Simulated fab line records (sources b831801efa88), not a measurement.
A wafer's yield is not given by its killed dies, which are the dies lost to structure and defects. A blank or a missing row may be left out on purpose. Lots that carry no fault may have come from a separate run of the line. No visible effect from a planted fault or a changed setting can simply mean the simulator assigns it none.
Which tool is to blame? / flow sky130 / 33 wafers from 11 lots sampled at 4 of the route's 708 steps

== WHAT THE GAUGES SHOWED, per wafer ==
SKY_GATE_OXIDE_THK_MEAS_02.
lot=L536; measured=day 12 21:19; on=film-metro-03; GATE_OXIDE_OXIDATION_00_THK (nm)=10.12 10.23 10.26
lot=L541; measured=day 14 10:24; on=film-metro-03; GATE_OXIDE_OXIDATION_00_THK (nm)=10.37 10.14 10.17
lot=L542; measured=day 14 17:52; on=film-metro-03; GATE_OXIDE_OXIDATION_00_THK (nm)=10.24 10.11 10.11
lot=L543; measured=day 15 00:13; on=film-metro-03; GATE_OXIDE_OXIDATION_00_THK (nm)=10.23 10.24 10.13
lot=L544; measured=day 15 09:43; on=film-metro-03; GATE_OXIDE_OXIDATION_00_THK (nm)=10.17 10.12 10.23
lot=L545; measured=day 15 21:18; on=film-metro-04; GATE_OXIDE_OXIDATION_00_THK (nm)=10.07 10.11 10.01
lot=L546; measured=day 16 07:13; on=film-metro-04; GATE_OXIDE_OXIDATION_00_THK (nm)=10.42 10.40 10.37
lot=L551; measured=day 17 20:37; on=film-metro-03; GATE_OXIDE_OXIDATION_00_THK (nm)=9.26 9.23 9.37
lot=L552; measured=day 18 08:41; on=film-metro-02; GATE_OXIDE_OXIDATION_00_THK (nm)=9.59 9.48 9.42
lot=L557; measured=day 20 01:46; on=film-metro-02; GATE_OXIDE_OXIDATION_00_THK (nm)=10.13 10.17 10.33
lot=L559; measured=day 20 17:30; on=film-metro-02; GATE_OXIDE_OXIDATION_00_THK (nm)=10.24 10.24 10.01

SKY_SD_N_OVL_MEAS_08.
lot=L536; measured=day 27 21:20; on=overlay-02; SD_N_OVL (nm)=1.0 0.3 1.8
lot=L541; measured=day 29 14:49; on=overlay-02; SD_N_OVL (nm)=-1.3 -0.9 -0.7
lot=L542; measured=day 30 05:07; on=overlay-02; SD_N_OVL (nm)=0.6 -1.0 1.3
lot=L543; measured=day 30 07:49; on=overlay-01; SD_N_OVL (nm)=0.4 -1.7 -2.4
lot=L544; measured=day 30 15:01; on=overlay-01; SD_N_OVL (nm)=-0.1 -0.7 0.9
lot=L545; measured=day 31 05:34; on=overlay-02; SD_N_OVL (nm)=-2.6 -1.0 -1.2
lot=L546; measured=day 31 14:40; on=overlay-02; SD_N_OVL (nm)=-0.7 -0.7 -1.0
lot=L551; measured=day 33 02:08; on=overlay-01; SD_N_OVL (nm)=1.4 -1.1 -0.5
lot=L552; measured=day 33 11:22; on=overlay-02; SD_N_OVL (nm)=-2.7 -2.1 -0.7
lot=L557; measured=day 34 20:19; on=overlay-01; SD_N_OVL (nm)=0.0 -0.7 -0.7
lot=L559; measured=day 35 09:01; on=overlay-01; SD_N_OVL (nm)=5.6 3.9 3.9

== TOOL THAT RAN EACH LOT (tool first, then ch and the chambers of the sampled wafers, then the start) ==
lot=L536; SKY_GATE_OXIDE_OXIDATION_01=furnace-02 ch 0, day 12 19:53; SKY_RES_PROTECT_SOFTBAKE_03=litho-track-01 ch 0, day 14 15:51
lot=L541; SKY_GATE_OXIDE_OXIDATION_01=furnace-02 ch 0, day 14 08:59; SKY_RES_PROTECT_SOFTBAKE_03=litho-track-01 ch 0, day 16 05:48
lot=L542; SKY_GATE_OXIDE_OXIDATION_01=furnace-01 ch 0, day 14 16:26; SKY_RES_PROTECT_SOFTBAKE_03=litho-track-03 ch 0, day 16 15:46
lot=L543; SKY_GATE_OXIDE_OXIDATION_01=furnace-01 ch 0, day 14 22:48; SKY_RES_PROTECT_SOFTBAKE_03=litho-track-04 ch 0, day 16 21:19
lot=L544; SKY_GATE_OXIDE_OXIDATION_01=furnace-01 ch 0, day 15 08:17; SKY_RES_PROTECT_SOFTBAKE_03=litho-track-03 ch 0, day 17 06:43
lot=L545; SKY_GATE_OXIDE_OXIDATION_01=furnace-02 ch 0, day 15 19:53; SKY_RES_PROTECT_SOFTBAKE_03=litho-track-03 ch 0, day 17 19:23
lot=L546; SKY_GATE_OXIDE_OXIDATION_01=furnace-01 ch 0, day 16 05:48; SKY_RES_PROTECT_SOFTBAKE_03=litho-track-01 ch 0, day 18 07:05
lot=L551; SKY_GATE_OXIDE_OXIDATION_01=furnace-01 ch 0, day 17 19:11; SKY_RES_PROTECT_SOFTBAKE_03=litho-track-04 ch 0, day 20 00:08
lot=L552; SKY_GATE_OXIDE_OXIDATION_01=furnace-01 ch 0, day 18 07:17; SKY_RES_PROTECT_SOFTBAKE_03=litho-track-03 ch 0, day 20 10:32
lot=L557; SKY_GATE_OXIDE_OXIDATION_01=furnace-02 ch 0, day 20 00:21; SKY_RES_PROTECT_SOFTBAKE_03=litho-track-04 ch 0, day 22 02:07
lot=L559; SKY_GATE_OXIDE_OXIDATION_01=furnace-02 ch 0, day 20 16:06; SKY_RES_PROTECT_SOFTBAKE_03=litho-track-04 ch 0, day 22 17:13
- SKY_GATE_OXIDE_OXIDATION_01: stabilise 600 s, purge 300 s, target thk 10.268 nm.
- SKY_RES_PROTECT_SOFTBAKE_03: time 62.71 s.

== WHAT THE TOOLS THEMSELVES READ (means of the sampled wafers that have a number; where no wafer has one, the mark that the record gives instead) ==
SKY_GATE_OXIDE_OXIDATION_01.
lot=L536; tool=furnace-02; spike-tc-bottom-C (C)=922.4; spike-tc-centre-C (C)=902.5; spike-tc-lower-C (C)=899.3; spike-tc-top-C (C)=909.5; spike-tc-upper-C (C)=898.3; tube-center-temp-C (C)=900.00; tube_center_temp_C_max=902.2
lot=L541; tool=furnace-02; spike-tc-bottom-C (C)=922.0; spike-tc-centre-C (C)=900.3; spike-tc-lower-C (C)=900.1; spike-tc-top-C (C)=909.0; spike-tc-upper-C (C)=898.6; tube-center-temp-C (C)=900.00; tube_center_temp_C_max=902.5
lot=L542; tool=furnace-01; spike-tc-bottom-C (C)=918.8; spike-tc-centre-C (C)=901.3; spike-tc-lower-C (C)=899.3; spike-tc-top-C (C)=908.7; spike-tc-upper-C (C)=900.2; tube-center-temp-C (C)=899.98; tube_center_temp_C_max=902.8
lot=L543; tool=furnace-01; spike-tc-bottom-C (C)=918.3; spike-tc-centre-C (C)=899.7; spike-tc-lower-C (C)=899.2; spike-tc-top-C (C)=908.6; spike-tc-upper-C (C)=901.0; tube-center-temp-C (C)=900.04; tube_center_temp_C_max=902.4
lot=L544; tool=furnace-01; spike-tc-bottom-C (C)=918.2; spike-tc-centre-C (C)=900.4; spike-tc-lower-C (C)=900.0; spike-tc-top-C (C)=907.7; spike-tc-upper-C (C)=900.7; tube-center-temp-C (C)=899.98; tube_center_temp_C_max=902.8
lot=L545; tool=furnace-02; spike-tc-bottom-C (C)=922.7; spike-tc-centre-C (C)=901.6; spike-tc-lower-C (C)=898.0; spike-tc-top-C (C)=908.8; spike-tc-upper-C (C)=898.9; tube-center-temp-C (C)=899.92; tube_center_temp_C_max=902.2
lot=L546; tool=furnace-01; spike-tc-bottom-C (C)=917.7; spike-tc-centre-C (C)=900.9; spike-tc-lower-C (C)=899.6; spike-tc-top-C (C)=908.7; spike-tc-upper-C (C)=901.8; tube-center-temp-C (C)=899.96; tube_center_temp_C_max=902.4
lot=L551; tool=furnace-01; spike-tc-bottom-C (C)=911.4; spike-tc-centre-C (C)=894.9; spike-tc-lower-C (C)=891.9; spike-tc-top-C (C)=901.4; spike-tc-upper-C (C)=893.4; tube-center-temp-C (C)=893.18; tube_center_temp_C_max=895.2
lot=L552; tool=furnace-01; spike-tc-bottom-C (C)=911.5; spike-tc-centre-C (C)=894.3; spike-tc-lower-C (C)=893.8; spike-tc-top-C (C)=902.0; spike-tc-upper-C (C)=895.3; tube-center-temp-C (C)=893.17; tube_center_temp_C_max=895.6
lot=L557; tool=furnace-02; spike-tc-bottom-C (C)=921.6; spike-tc-centre-C (C)=901.4; spike-tc-lower-C (C)=898.9; spike-tc-top-C (C)=910.5; spike-tc-upper-C (C)=897.3; tube-center-temp-C (C)=899.96; tube_center_temp_C_max=902.1
lot=L559; tool=furnace-02; spike-tc-bottom-C (C)=922.4; spike-tc-centre-C (C)=902.2; spike-tc-lower-C (C)=899.2; spike-tc-top-C (C)=909.6; spike-tc-upper-C (C)=897.7; tube-center-temp-C (C)=900.05; tube_center_temp_C_max=902.6

SKY_RES_PROTECT_SOFTBAKE_03.
lot=L536; tool=litho-track-01; chill-plate-temp-C (C)=22.89; heater-power-total-W (W)=56.72; plate-sensor-t-centre-C (C)=90.749; plate-sensor-t-edge-C (C)=90.837
lot=L541; tool=litho-track-01; chill-plate-temp-C (C)=23.07; heater-power-total-W (W)=56.78; plate-sensor-t-centre-C (C)=90.764; plate-sensor-t-edge-C (C)=90.818
lot=L542; tool=litho-track-03; chill-plate-temp-C (C)=22.93; heater-power-total-W (W)=56.66; plate-sensor-t-centre-C (C)=90.755; plate-sensor-t-edge-C (C)=90.828
lot=L543; tool=litho-track-04; chill-plate-temp-C (C)=23.17; heater-power-total-W (W)=56.65; plate-sensor-t-centre-C (C)=90.754; plate-sensor-t-edge-C (C)=90.826
lot=L544; tool=litho-track-03; chill-plate-temp-C (C)=22.90; heater-power-total-W (W)=56.67; plate-sensor-t-centre-C (C)=90.749; plate-sensor-t-edge-C (C)=90.826
lot=L545; tool=litho-track-03; chill-plate-temp-C (C)=22.94; heater-power-total-W (W)=56.72; plate-sensor-t-centre-C (C)=90.755; plate-sensor-t-edge-C (C)=90.831
lot=L546; tool=litho-track-01; chill-plate-temp-C (C)=22.98; heater-power-total-W (W)=56.69; plate-sensor-t-centre-C (C)=90.755; plate-sensor-t-edge-C (C)=90.828
lot=L551; tool=litho-track-04; chill-plate-temp-C (C)=22.95; heater-power-total-W (W)=56.69; plate-sensor-t-centre-C (C)=90.756; plate-sensor-t-edge-C (C)=90.829
lot=L552; tool=litho-track-03; chill-plate-temp-C (C)=22.88; heater-power-total-W (W)=56.72; plate-sensor-t-centre-C (C)=90.758; plate-sensor-t-edge-C (C)=90.829
lot=L557; tool=litho-track-04; chill-plate-temp-C (C)=23.13; heater-power-total-W (W)=56.71; plate-sensor-t-centre-C (C)=90.746; plate-sensor-t-edge-C (C)=90.835
lot=L559; tool=litho-track-04; chill-plate-temp-C (C)=23.02; heater-power-total-W (W)=56.73; plate-sensor-t-centre-C (C)=90.760; plate-sensor-t-edge-C (C)=90.836

== THE ANSWER, worked out from the rows above alone ==
Rule: the lots themselves supply what counts as usual. The widest of any qualifying gaps counts: lots, ordered by their means at a reading, are off when they make up no more than a third of the lots, leave a main group of 4 or more, and stand apart from it by 3 or more times the standard deviation of that group's means. A main group whose means are all the same, to the digits that the tables above print for the reading, isn't used. Also off: a lot with no number at a reading for which 4 or more lots have one. All remaining lots with rows at the step are treated as sound. The gauges are gone through in route order, then the tools' own readings, and for those a lot's mean is taken as printed above. The first step at which some lot is off is used, and at that step the reading that is off furthest; a lot without a number counts as furthest.
Off: L551, L552, seen at SKY_GATE_OXIDE_THK_MEAS_02 (GATE_OXIDE_OXIDATION_00_THK). The main group: mean 10.20 nm, standard deviation 0.083.
A tool fits if, at a process step before that reading, it ran every lot that is off, and no sound lot after the first of them. The gauges at SKY_GATE_OXIDE_THK_MEAS_02 aren't tried: what is off there is off at SKY_GATE_OXIDE_OXIDATION_01 too, on other tools, and a gauge's error can't cause that. One fits: furnace-01 at SKY_GATE_OXIDE_OXIDATION_01. A fault onset in the window from L546 (day 16 05:48, its last sound lot) to L551 (day 17 19:11, its first lot off) fits.
The tool's own readings at SKY_GATE_OXIDE_OXIDATION_01 bear it out: on the lots that are off they differ by more than 5 times the standard deviation of the sound lots' means. spike-tc-centre-C reads 894.6 C there against 901.1 C on the sound lots; spike-tc-lower-C reads 892.8 C there against 899.3 C on the sound lots; spike-tc-top-C reads 901.7 C there against 909.0 C on the sound lots; tube-center-temp-C reads 893.17 C there against 899.99 C on the sound lots; tube_center_temp_C_max reads 895.4 there against 902.4 on the sound lots.

== WHAT WAS PUT IN BY THE SIMULATOR ==
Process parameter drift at SKY_GATE_OXIDE_OXIDATION_01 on furnace-01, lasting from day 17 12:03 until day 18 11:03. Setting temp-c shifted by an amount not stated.
Shown lots that were struck: L551, L552. Same finding as the rule above.
